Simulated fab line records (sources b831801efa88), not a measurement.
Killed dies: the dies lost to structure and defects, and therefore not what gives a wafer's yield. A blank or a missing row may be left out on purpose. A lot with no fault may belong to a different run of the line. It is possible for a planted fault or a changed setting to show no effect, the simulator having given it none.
A lot that was struck, set against a sound lot ; flow sky130 ; 15 steps out of a route of 708
Sound: the wafers L723.1, L723.5, L723.6. The struck wafers were L734.2, L734.4, L734.5. The cause is given at the end.
Each step with rows lists, per side, the tool, then ch with its chambers, then its first start. Under that, the readings that differ: sound wafers ; struck wafers ; difference of the means ; sigmas: that difference in standard deviations of wafers without a fault.
alike: readings with means less than 2 such deviations apart, plus words and numbers identical on both sides. not compared: withheld readings, readings lacking a value on some wafer, bounds such as >300 that could conceal the same value, and numbers that have no deviation in the record and whose values overlap.
A row with sigmas, a row that says differs or no value, or rows on one side alone: a step with any of these is where the two part. Numbers that don't overlap but have no deviation are shown without sigmas and don't part them. A reading that every wafer of one side lacks parts them only if that side has two wafers or more.

first, 8 steps without rows for these wafers: SKY_VIA3_DEHYDRATE_04 (time 60 s); SKY_VIA3_HMDS_05 (prime time 60 s); SKY_VIA3_COAT_06 (resist thk 60 nm); SKY_VIA3_COAT_07 (resist thk 450 nm); SKY_VIA3_SOFTBAKE_08 (time 90 s); SKY_VIA3_EXPOSE_09 (exposes mask VIM3, target cd 200 nm); SKY_VIA3_PEB_10; SKY_VIA3_DEVELOP_11 (develop time 60 s).
SKY_VIA3_CD_MEAS_12 targets a cd of 200 nm.
  sound on cd-sem-01 at day 41 22:16; struck on cd-sem-01 at day 44 22:20
  alike: cd-nm
SKY_VIA3_OVL_MEAS_13:
  sound on overlay-01 at day 41 22:23; struck on overlay-01 at day 44 22:26
reading;sound;struck;difference;sigmas
VIA3_OVL (nm);3 10 1;-12 -9 -5;-13;-3
SKY_VIA3_ETCH_14: etches BARC in N2/H2, stops on SiO2, time 45.9 s, target depth 60 nm.
  sound on rie-diel-01 ch 0,1,2, day 41 22:25; struck on rie-diel-01 ch 1,2,3, day 44 22:28
  alike: drypump-motor-current-A, oes-product-au, rf-fwd-power-W, throttle-valve-pct
  not compared: rf-hours-counter-h
SKY_VIA3_ETCH_15: etches SiO2 in C4F8/O2/Ar, stops on TiN, target depth 507 nm, time 78 s.
  sound on rie-diel-01 ch 0,1,2, day 41 22:27; struck on rie-diel-01 ch 1,2,3, day 44 22:30
reading;sound;struck;difference;sigmas
oes-product-au (a.u.);0.939 0.943 0.940;0.944 0.952 0.958;+0.011;+2
  alike: rf-fwd-power-W
  not compared: rf-hours-counter-h
SKY_VIA3_STRIP_16: strips in O2/N2.
  sound on plasma-asher-01 ch 0,1, day 41 22:31; struck on plasma-asher-02 ch 1, day 44 22:34
  no value came back on the struck wafers for chamber-pressure-mTorr (mTorr), drypump-motor-current-A (A), oes-product-au (a.u.), strip-time-to-endpoint-s (s); on the sound wafers chamber-pressure-mTorr (mTorr) reads 1500.2 1496.9 1500.9
reading;sound;struck;difference;sigmas
model.KrF-thick_of_VIA3_COAT_07.thk-nm (nm);0 0 0;292.7 290.6 286;+289.8;
  not compared: rf-hours-counter-h
then, 1 step without rows for these wafers: SKY_VIA3_STRIP_17 (strips in post etch residue remover, time 1200 s).
-- the record jumps here: 5 days lie between the struck wafers' starts before and after (it left off in module VIA3 and takes up again in module PAD_OPEN, whose first step shown is number 708 of the route) --
SKY_PAD_OPEN_PROBE_99:
  sound on prober-01 at day 47 16:49; struck on prober-01 at day 50 01:17
reading;sound;struck;difference;sigmas
defect-limited-yield (%);81.5 80.7 80.7;0 0 0;-81;-40
killed_at_M0_to_M3;53 52 49;439 442 449;+392;+55
killed-dies;91 95 95;492 492 492;+398;+41
killed-on-rim;17 21 26;96 96 96;+75;+17
sort_bin_5_function (%);11.4 13.0 9.6;92.1 93.5 91.3;+81.0;+58
sort-n-pass;401 397 397;0 0 0;-398;-41
sort-yield-pct (%);81.5 80.7 80.7;0 0 0;-81;-40
  alike: killed_at_M4_up, killed-at-contacts, killed-at-front-end, killed-at-other, killed-open, killed-short, sort_bin_3_pad_short, sort_bin_6_memory

== WHERE THEY PART ==
At SKY_VIA3_OVL_MEAS_13 first; at SKY_PAD_OPEN_PROBE_99 last (within this record only).

WHY: what the simulator had put in
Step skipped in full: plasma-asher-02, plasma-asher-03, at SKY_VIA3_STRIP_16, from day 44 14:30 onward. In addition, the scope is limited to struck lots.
